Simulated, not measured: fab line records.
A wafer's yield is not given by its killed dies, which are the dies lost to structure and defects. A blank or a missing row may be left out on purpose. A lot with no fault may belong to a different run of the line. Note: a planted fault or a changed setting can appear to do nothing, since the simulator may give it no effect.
Matching of chambers :: flow gf180mcu :: GF_POLY_GATE_ETCH_13 on rie_si-02 has 4 sister chambers
The step etches poly-Si in HBr/Cl2, stops on SiO2, target depth 198.5 nm, time 69.6 s. 18 wafers are shown with their chamber, then 9 later ones without.

## WAFERS WITH THEIR CHAMBER
wafer: L104.2
chamber: 1
drypump_motor_current_A (A): 5.96
oes_product_au (a.u.): 1.002
chamber_pressure_mTorr (mTorr): 9.995

wafer: L104.3
chamber: 3
drypump_motor_current_A (A): 5.56
oes_product_au (a.u.): 0.990
chamber_pressure_mTorr (mTorr): 9.993

wafer: L104.5
chamber: 3
drypump_motor_current_A (A): 5.53
oes_product_au (a.u.): 0.998
chamber_pressure_mTorr (mTorr): 10.000

wafer: L105.2
chamber: 3
drypump_motor_current_A (A): 5.60
oes_product_au (a.u.): 1.010
chamber_pressure_mTorr (mTorr): 10.003

wafer: L105.3
chamber: 2
drypump_motor_current_A (A): 5.62
oes_product_au (a.u.): 0.985
chamber_pressure_mTorr (mTorr): 10.006

wafer: L105.5
chamber: 0
drypump_motor_current_A (A): 5.99
oes_product_au (a.u.): 0.978
chamber_pressure_mTorr (mTorr): 10.018

wafer: L106.3
chamber: 0
drypump_motor_current_A (A): 6.00
oes_product_au (a.u.): 0.983
chamber_pressure_mTorr (mTorr): 10.013

wafer: L106.4
chamber: 1
drypump_motor_current_A (A): 5.99
oes_product_au (a.u.): 1.005
chamber_pressure_mTorr (mTorr): 10.020

wafer: L106.5
chamber: 1
drypump_motor_current_A (A): 5.99
oes_product_au (a.u.): 0.997
chamber_pressure_mTorr (mTorr): 10.011

wafer: L107.1
chamber: 2
drypump_motor_current_A (A): 5.60
oes_product_au (a.u.): 0.979
chamber_pressure_mTorr (mTorr): 10.014

wafer: L107.4
chamber: 3
drypump_motor_current_A (A): 5.57
oes_product_au (a.u.): 1.001
chamber_pressure_mTorr (mTorr): 9.996

wafer: L107.5
chamber: 0
drypump_motor_current_A (A): 5.95
oes_product_au (a.u.): 0.982
chamber_pressure_mTorr (mTorr): 9.988

wafer: L109.1
chamber: 3
drypump_motor_current_A (A): 5.57
oes_product_au (a.u.): 0.990
chamber_pressure_mTorr (mTorr): 9.985

wafer: L109.2
chamber: 0
drypump_motor_current_A (A): 5.93
oes_product_au (a.u.): 0.983
chamber_pressure_mTorr (mTorr): 10.001

wafer: L109.5
chamber: 0
drypump_motor_current_A (A): 5.94
oes_product_au (a.u.): 0.983
chamber_pressure_mTorr (mTorr): 10.008

wafer: L114.2
chamber: 3
drypump_motor_current_A (A): 5.55
oes_product_au (a.u.): 1.002
chamber_pressure_mTorr (mTorr): 9.984

wafer: L114.4
chamber: 1
drypump_motor_current_A (A): 5.97
oes_product_au (a.u.): 0.997
chamber_pressure_mTorr (mTorr): 10.004

wafer: L114.6
chamber: 3
drypump_motor_current_A (A): 5.61
oes_product_au (a.u.): 0.994
chamber_pressure_mTorr (mTorr): 9.995

SIGNATURES, as means of the wafers listed above
reading: drypump_motor_current_A
chamber 0: 5.9620
chamber 1: 5.9775
chamber 2: 5.6100
chamber 3: 5.5700
scatter within a chamber: 0.0258

reading: oes_product_au
chamber 0: 0.98180
chamber 1: 1.00025
chamber 2: 0.98200
chamber 3: 0.99786
scatter within a chamber: 0.00532

reading: chamber_pressure_mTorr
chamber 0: 10.00560
chamber 1: 10.00750
chamber 2: 10.01000
chamber 3: 9.99371
scatter within a chamber: 0.00933
Rule: for a wafer and a chamber, the distance is found by dividing, reading by reading, the gap between the wafer's reading and the chamber's mean by the reading's scatter, squaring, summing and taking the root. The wafer belongs to the nearest chamber; if the next one is less than 2 further off, it can't be placed. The scatter: take each reading less its chamber's mean, square it, sum over the shown wafers, divide by the number of wafers less the number of chambers, and take the root.

## WAFERS WITHOUT THEIR CHAMBER
wafer: L115.2
drypump_motor_current_A (A): 5.50
oes_product_au (a.u.): 0.997
chamber_pressure_mTorr (mTorr): 9.994

wafer: L115.3
drypump_motor_current_A (A): 5.65
oes_product_au (a.u.): 0.982
chamber_pressure_mTorr (mTorr): 10.007

wafer: L115.5
drypump_motor_current_A (A): 5.56
oes_product_au (a.u.): 0.993
chamber_pressure_mTorr (mTorr): 9.998

wafer: L120.1
drypump_motor_current_A (A): 5.63
oes_product_au (a.u.): 0.987
chamber_pressure_mTorr (mTorr): 10.002

wafer: L120.3
drypump_motor_current_A (A): 5.96
oes_product_au (a.u.): 0.993
chamber_pressure_mTorr (mTorr): 10.006

wafer: L120.6
drypump_motor_current_A (A): 5.62
oes_product_au (a.u.): 0.991
chamber_pressure_mTorr (mTorr): 10.004

wafer: L127.1
drypump_motor_current_A (A): 5.62
oes_product_au (a.u.): 0.977
chamber_pressure_mTorr (mTorr): 9.980

wafer: L127.5
drypump_motor_current_A (A): 6.00
oes_product_au (a.u.): 0.974
chamber_pressure_mTorr (mTorr): 10.003

wafer: L127.6
drypump_motor_current_A (A): 5.55
oes_product_au (a.u.): 0.993
chamber_pressure_mTorr (mTorr): 9.997

## THE CHAMBER EACH PASSED THROUGH
wafer: L115.2
from the rows above: 3
in truth: 3

wafer: L115.3
from the rows above: 2
in truth: 2

wafer: L115.5
from the rows above: 3
in truth: 3

wafer: L120.1
from the rows above: can't be placed: 2 or 3
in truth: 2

wafer: L120.3
from the rows above: can't be placed: 1 or 0
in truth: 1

wafer: L120.6
from the rows above: can't be placed: 2 or 3
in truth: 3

wafer: L127.1
from the rows above: can't be placed: 2 or 3
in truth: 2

wafer: L127.5
from the rows above: 0
in truth: 0

wafer: L127.6
from the rows above: 3
in truth: 3
Placed correctly: 5 of 9. Can't be placed from these rows: 4 (the true chamber is among the candidates in 4). Wrongly placed: 0.
